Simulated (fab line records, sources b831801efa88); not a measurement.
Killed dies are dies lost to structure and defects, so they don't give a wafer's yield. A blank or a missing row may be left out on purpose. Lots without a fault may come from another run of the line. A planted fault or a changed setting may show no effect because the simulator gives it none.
One fault seen from 2 desks | flow sky130 | each desk has only its own numbers; what lay behind them comes last

THE TOOL OWNER'S DESK: rie_diel-03
The tool's own readings at SKY_SONOS_ONO_ETCH_15 (etches the open film in CHF3/O2, target depth 19.52 nm, time 7.8 s): means of the sampled wafers that have a number, for each lot that ran on this tool. A lot is out of limits, marked OUT, if its mean lies more than 4 standard deviations from the usual mean; the brackets give that distance.
Columns: A = O2_flow_sccm at SKY_SONOS_ONO_ETCH_15, usual 4.997 sccm; B = drypump_motor_current_A at SKY_SONOS_ONO_ETCH_15, usual 5.8 A; C = oes_product_au at SKY_SONOS_ONO_ETCH_15, usual 0.998 a.u.; D = throttle_valve_pct at SKY_SONOS_ONO_ETCH_15, usual 8.824 %
lot  | first seen here | A     | B   | C     | D
L241 | day 17 23:23    | 5.014 | 5.6 | 0.992 | 8.827
L242 | day 18 12:53    | 4.999 | 5.6 | 0.996 | 8.825
This desk's finding: nothing out of limits on any of the 2 lots.

THE METROLOGY DESK
What the gauges read, lot by lot, whatever tool the lot ran on: means of the sampled wafers that have a number. A lot is out of limits, marked OUT, if its mean lies more than 4 standard deviations from the usual mean; the brackets give that distance.
Columns: A = SONOS_ONO_CVD_02_THK at SKY_SONOS_ONO_THK_MEAS_03, usual 10.45 nm; B = SONOS_ONO_CVD_04_THK at SKY_SONOS_ONO_THK_MEAS_05, usual 5.72 nm; C = cd_nm at SKY_SONOS_ONO_CD_MEAS_13, usual 410.1 nm; D = SONOS_ONO_OVL at SKY_SONOS_ONO_OVL_MEAS_14, usual 0.0 nm
lot  | first seen here | A     | B    | C     | D
L225 | day 11 21:13    | 10.54 | 5.78 | 411.1 | -1.2
L227 | day 12 11:02    | 10.39 | 5.84 | 410.0 | 0.4
L241 | day 16 16:01    | 10.54 | 5.71 | 410.3 | 1.9
L242 | day 17 07:11    | 10.57 | 5.62 | 408.1 | -0.6
L243 | day 17 07:12    | 10.47 | 5.81 | 405.6 | 0.3
L248 | day 19 05:56    | 10.22 | 5.81 | 410.4 | 0.0
This desk's finding: nothing out of limits on any of the 6 lots.

PUT TOGETHER
The tool owner's desk saw nothing out of limits.
The metrology desk saw nothing out of limits.

WHAT THE SIMULATOR HAD PUT IN
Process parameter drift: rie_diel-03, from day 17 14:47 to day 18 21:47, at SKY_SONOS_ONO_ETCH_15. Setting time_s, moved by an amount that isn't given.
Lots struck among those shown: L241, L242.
